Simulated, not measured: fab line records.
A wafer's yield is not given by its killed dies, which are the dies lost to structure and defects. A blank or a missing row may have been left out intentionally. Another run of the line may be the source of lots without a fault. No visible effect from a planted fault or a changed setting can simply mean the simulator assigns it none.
Matching of chambers :: flow sky130 :: SKY_LOCAL_INTERCONNECT_STRIP_16 on wetBench-04: 3 sister chambers
The step strips in post etch residue remover, time 1200 s. 16 wafers are shown with their chamber, then 8 later ones without.

WAFERS, EACH WITH ITS CHAMBER
wafer: L378.2
chamber: 2
bathGuardTempC (C): 71.5
bathHeatDutyPct (%): 13.0

wafer: L378.3
chamber: 2
bathGuardTempC (C): 71.5
bathHeatDutyPct (%): 14.0

wafer: L378.5
chamber: 2
bathGuardTempC (C): 71.4
bathHeatDutyPct (%): 14.9

wafer: L380.1
chamber: 2
bathGuardTempC (C): 72.0
bathHeatDutyPct (%): 14.8

wafer: L380.2
chamber: 2
bathGuardTempC (C): 71.1
bathHeatDutyPct (%): 15.0

wafer: L380.4
chamber: 2
bathGuardTempC (C): 71.7
bathHeatDutyPct (%): 13.8

wafer: L387.2
chamber: 3
bathGuardTempC (C): 72.1
bathHeatDutyPct (%): 16.0

wafer: L387.4
chamber: 3
bathGuardTempC (C): 72.1
bathHeatDutyPct (%): 14.1

wafer: L387.6
chamber: 3
bathGuardTempC (C): 72.4
bathHeatDutyPct (%): 14.8

wafer: L393.1
chamber: 3
bathGuardTempC (C): 72.1
bathHeatDutyPct (%): 15.5

wafer: L393.2
chamber: 3
bathGuardTempC (C): 72.1
bathHeatDutyPct (%): 14.9

wafer: L393.3
chamber: 3
bathGuardTempC (C): 72.1
bathHeatDutyPct (%): 14.7

wafer: L396.1
chamber: 0
bathGuardTempC (C): 71.5
bathHeatDutyPct (%): 14.4

wafer: L396.3
chamber: 0
bathGuardTempC (C): 71.6
bathHeatDutyPct (%): 12.7

wafer: L396.6
chamber: 0
bathGuardTempC (C): 71.5
bathHeatDutyPct (%): 12.5

wafer: L395.1
chamber: 0
bathGuardTempC (C): 71.5
bathHeatDutyPct (%): 13.9

SIGNATURES, as means of the wafers listed above
reading: bathGuardTempC
chamber 0: 71.525
chamber 2: 71.533
chamber 3: 72.150
scatter within a chamber: 0.203

reading: bathHeatDutyPct
chamber 0: 13.375
chamber 2: 14.250
chamber 3: 15.000
scatter within a chamber: 0.778
Rule: for a wafer and a chamber, the distance is found by dividing, reading by reading, the gap between the wafer's reading and the chamber's mean by the reading's scatter, squaring, summing and taking the root. The wafer belongs to the nearest chamber; if the next one is less than 2 further off, it can't be placed. How the scatter is found: for the shown wafers, subtract from each reading the mean of its chamber, square and add these, divide the total by (wafers less chambers), then take the root.

WAFERS WHOSE CHAMBER IS MISSING
wafer: L395.2
bathGuardTempC (C): 71.5
bathHeatDutyPct (%): 13.4

wafer: L395.6
bathGuardTempC (C): 71.5
bathHeatDutyPct (%): 14.2

wafer: L400.2
bathGuardTempC (C): 72.1
bathHeatDutyPct (%): 14.3

wafer: L400.5
bathGuardTempC (C): 72.0
bathHeatDutyPct (%): 14.3

wafer: L400.6
bathGuardTempC (C): 71.7
bathHeatDutyPct (%): 14.1

wafer: L401.2
bathGuardTempC (C): 72.0
bathHeatDutyPct (%): 16.0

wafer: L401.3
bathGuardTempC (C): 72.2
bathHeatDutyPct (%): 15.3

wafer: L401.4
bathGuardTempC (C): 72.4
bathHeatDutyPct (%): 14.6

EACH ONE'S CHAMBER
wafer: L395.2
from the rows above: can't be placed: 0 or 2
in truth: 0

wafer: L395.6
from the rows above: can't be placed: 2 or 0
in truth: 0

wafer: L400.2
from the rows above: can't be placed: 3 or 2
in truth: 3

wafer: L400.5
from the rows above: can't be placed: 3 or 2 or 0
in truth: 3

wafer: L400.6
from the rows above: can't be placed: 2 or 0 or 3
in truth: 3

wafer: L401.2
from the rows above: can't be placed: 3 or 2
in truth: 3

wafer: L401.3
from the rows above: 3
in truth: 3

wafer: L401.4
from the rows above: 3
in truth: 3
Placed correctly: 2 of 8. Can't be placed from these rows: 6 (the true chamber is among the candidates in 6). Number placed wrongly: 0.
